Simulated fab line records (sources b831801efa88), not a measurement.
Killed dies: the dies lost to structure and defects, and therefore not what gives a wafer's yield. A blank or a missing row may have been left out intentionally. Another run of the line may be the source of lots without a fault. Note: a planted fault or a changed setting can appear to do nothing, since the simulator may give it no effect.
8D (eight disciplines) problem report, filled in by code :: flow sky130 :: the parts of the form that need people (team, actions taken, sign-off) are left out

== 1. THE PROBLEM ==
SKY_LDD_LDN_STRIP_12, oes-product-au: mean 0.954 a.u. on 3 wafers (1 lot); fault-free wafers 0.716 a.u., standard deviation 0.0048. Measured from the usual mean, that is +50 standard deviations.
The step: strips in O2/N2.
Seen first at day 25 11:59 on plasma-asher-01, wafer L225.2. Wafers with a number at this step in the record: 39, from 13 lots. Rule for "out" (also "out of limits"): further than 4 standard deviations from the usual mean. Any other wafer with a number is counted as sound.

== 2. WHAT IT IS AND WHAT IT IS NOT ==
question: which readings at this step
is: oes-product-au
is not: drypump-motor-current-A

question: which lots
is: L225
is not: L220, L221, L222, L223, L235, L236, L237, L238, L239, L240, L241, L242

question: which wafers of those lots
is: all that have a number
is not: -

question: read on which tools
is: plasma-asher-01
is not: plasma-asher-03, plasma-asher-04

question: when
is: from day 25 11:59
is not: up to then (12 sound wafers); but 24 sound wafers of L235, L236, L237, L238, L239, L240, L241, L242 came after

== 3. SUSPECTS, AND WHAT RULES EACH OUT ==
Counting: a tool stays on the suspect list if, at a process step up to the reading, it processed all lots that are out and no sound lot following the first of them.
- plasma-asher-01 at SKY_LDD_LDN_STRIP_12 (strips in O2/N2): ruled out as a lasting fault. After its first lot that is out, L225 (day 25 11:59), sound lots L235, L236, L237 ran on it.
Left after counting: nothing in the record.

== 4. THE CAUSE (what the simulator had put in) ==
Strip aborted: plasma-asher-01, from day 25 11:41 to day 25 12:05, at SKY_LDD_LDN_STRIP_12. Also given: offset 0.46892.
Counting ruled it out, wrongly.

== 5. THE CHAIN OF EFFECTS, in route order ==
Each row: a reading where the mean over the struck wafers with a number is more than 3 standard deviations away from the usual. Only readings whose record carries a usual standard deviation are examined. hours: median over the lots of the time between each lot's start at the first step of this table that gives one and its start at this step. sigmas: the change, counted in usual standard deviations.
hours: 0
step: SKY_LDD_LDN_STRIP_12
reading: oes-product-au
usual: 0.716 a.u.
on struck wafers: 0.954
change: +0.238
sigmas: +50

hours: 533
step: SKY_PAD_OPEN_PROBE_99
reading: killed-at-front-end
usual: 15
on struck wafers: 408
change: +393
sigmas: +87

hours: 533
step: SKY_PAD_OPEN_PROBE_99
reading: killed-dies
usual: 85
on struck wafers: 492
change: +407
sigmas: +43

hours: 533
step: SKY_PAD_OPEN_PROBE_99
reading: killed-on-rim
usual: 17
on struck wafers: 96
change: +79
sigmas: +19
Process steps it contains:
- SKY_LDD_LDN_STRIP_12: strips in O2/N2.
- SKY_PAD_OPEN_PROBE_99
Readings that are blank on the struck wafers while sound wafers have them: strip-time-to-endpoint-s at SKY_LDD_LDN_STRIP_12.

== 6. WHAT WOULD HAVE CAUGHT IT SOONER ==
First out-of-limits reading in this record: day 25 11:59, which is 0 hours after fault onset at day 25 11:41.
